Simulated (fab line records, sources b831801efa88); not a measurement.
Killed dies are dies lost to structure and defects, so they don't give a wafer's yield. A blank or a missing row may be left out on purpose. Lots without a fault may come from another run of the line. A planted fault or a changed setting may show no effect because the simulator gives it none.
Chamber matching | flow sky130 | SKY_VIA2_ETCH_14 on rie_diel-01: 4 sister chambers
The step etches BARC in N2/H2, stops on SiO2, time 45.9 s, target depth 60 nm. 16 wafers are shown with their chamber, then 8 later ones without.

WAFERS WITH THEIR CHAMBER
wafer  | chamber | drypump_motor_current_A (A) | oes_product_au (a.u.) | throttle_valve_pct (%)
L077.2 | 1       | 5.45                        | 0.854                 | 13.221
L077.3 | 0       | 6.12                        | 0.852                 | 13.221
L077.6 | 3       | 6.00                        | 0.847                 | 13.227
L081.3 | 0       | 6.13                        | 0.855                 | 13.230
L081.5 | 0       | 6.12                        | 0.851                 | 13.224
L081.6 | 3       | 6.01                        | 0.858                 | 13.246
L087.1 | 2       | 5.66                        | 0.846                 | 13.210
L087.3 | 0       | 6.12                        | 0.850                 | 13.227
L087.4 | 3       | 6.01                        | 0.850                 | 13.221
L086.2 | 2       | 5.68                        | 0.849                 | 13.208
L086.5 | 3       | 6.03                        | 0.851                 | 13.223
L086.6 | 2       | 5.67                        | 0.844                 | 13.237
L088.3 | 2       | 5.66                        | 0.856                 | 13.223
L088.4 | 1       | 5.43                        | 0.849                 | 13.216
L088.5 | 3       | 6.04                        | 0.856                 | 13.213
L093.1 | 0       | 6.11                        | 0.861                 | 13.216

SIGNATURES (means of the wafers above)
reading                 | chamber 0 | chamber 1 | chamber 2 | chamber 3 | scatter within a chamber
drypump_motor_current_A | 6.1200    | 5.4400    | 5.6675    | 6.0180    | 0.0121
oes_product_au          | 0.85380   | 0.85150   | 0.84875   | 0.85240   | 0.00461
throttle_valve_pct      | 13.22360  | 13.21850  | 13.21950  | 13.22600  | 0.0103
Rule: a wafer's distance from a chamber is the root of the sum, over the readings, of the square of ((its reading less the chamber's mean) divided by the reading's scatter). The wafer belongs to the nearest chamber; if the next one is less than 2 further off, it can't be placed. The scatter: the root of (the sum of the squares of (reading less its chamber's mean) over the shown wafers, divided by (wafers less chambers)).

WAFERS WITHOUT THEIR CHAMBER
wafer  | drypump_motor_current_A (A) | oes_product_au (a.u.) | throttle_valve_pct (%)
L093.2 | 6.03                        | 0.864                 | 13.207
L093.4 | 5.67                        | 0.855                 | 13.214
L095.3 | 6.02                        | 0.852                 | 13.231
L095.4 | 6.15                        | 0.861                 | 13.231
L095.5 | 6.13                        | 0.852                 | 13.210
L097.1 | 5.69                        | 0.855                 | 13.226
L097.3 | 5.43                        | 0.847                 | 13.222
L097.4 | 6.03                        | 0.859                 | 13.235

WHICH CHAMBER EACH WENT THROUGH
wafer  | from the rows above | in truth
L093.2 | 3                   | 3
L093.4 | 2                   | 2
L095.3 | 3                   | 3
L095.4 | 0                   | 0
L095.5 | 0                   | 0
L097.1 | 2                   | 2
L097.3 | 1                   | 1
L097.4 | 3                   | 3
Placed correctly: 8 of 8. Can't be placed from these rows: 0. Placed wrongly: 0.
